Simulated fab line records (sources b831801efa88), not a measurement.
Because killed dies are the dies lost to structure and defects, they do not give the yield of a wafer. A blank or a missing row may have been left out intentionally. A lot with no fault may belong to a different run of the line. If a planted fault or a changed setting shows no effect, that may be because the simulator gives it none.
One fault seen from 2 desks ; flow gf180mcu ; each desk holds nothing but its own numbers, with what lay behind them at the end

FROM THE METROLOGY DESK
Lot by lot, what the gauges showed, no matter which tool ran the lot: averages of those sampled wafers that carry a number. Marked OUT: a lot whose mean sits more than 4 standard deviations from the usual mean, which makes it out of limits; the brackets give that distance.
Columns: A = HV_LDD_03_OVL at GF_HV_LDD_OVL_MEAS_47, usual -0.5 nm; B = HV_LDD_4_TW at GF_HV_LDD_TW_MEAS_50, usual 564; C = SAB_CVD_00_THK at GF_SAB_THK_MEAS_01, usual 50.0 nm
lot;first seen here;A;B;C
L776;day 12 07:16;-2.6;573;50.3
L777;day 12 18:46;-0.9;571;50.7
L780;day 13 14:07;-2.1;560;50.5
L782;day 14 07:10;0.2;562;49.7
L784;day 15 00:49;0.8;562;50.4
L787;day 16 03:53;1.9;575;50.6
L788;day 16 08:40;-2.0;574;50.2
L789;day 16 18:25;-1.3;558;49.9
L790;day 16 22:28;-1.5;559;50.5
L792;day 17 15:22;0.3;558;49.6
L793;day 18 02:37;0.7;557;50.4
L795;day 18 20:01;-0.6;558;50.0
L797;day 19 13:37;-1.5;561;49.9
L799;day 20 08:13;-1.5;572;49.3
This desk found nothing out of limits on any of the 14 lots.

AT THE TOOL OWNER'S DESK: litho_track-03
The tool's own readings at GF_PSD_DEVELOP_06 (develop time 60 s): means of the sampled wafers that have a number, for each lot that ran on this tool. Marked OUT: a lot whose mean sits more than 4 standard deviations from the usual mean, which makes it out of limits; the brackets give that distance.
Columns: A = developer_temp_C at GF_PSD_DEVELOP_06, usual 23.03 C
lot;first seen here;A
L776;day 14 01:50;23.06
L788;day 18 10:40;22.88
L790;day 19 01:34;22.96
L792;day 19 18:35;22.16 (-7.9) OUT
L793;day 20 05:14;22.17 (-7.8) OUT
This desk finds L792, L793 out of limits, L792 being first, at day 19 18:35 (developer_temp_C at GF_PSD_DEVELOP_06). In limits: L776, L788, L790.

TAKEN TOGETHER
The tool owner's desk could have raised an alarm at day 19 18:35, on L792, L793.
Nothing out of limits was seen by the metrology desk.
The metrology desk holds a record of L792, L793, inside its limits.
The lots listed all ran GF_PSD_DEVELOP_06 on litho_track-03.

WHAT THE SIMULATOR HAD PUT IN
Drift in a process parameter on litho_track-03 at GF_PSD_DEVELOP_06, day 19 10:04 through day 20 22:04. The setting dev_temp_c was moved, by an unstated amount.
Struck lots among those shown: L792, L793.
Hours from the fault's start to each desk's first reading out of limits: the tool owner's desk, 9.
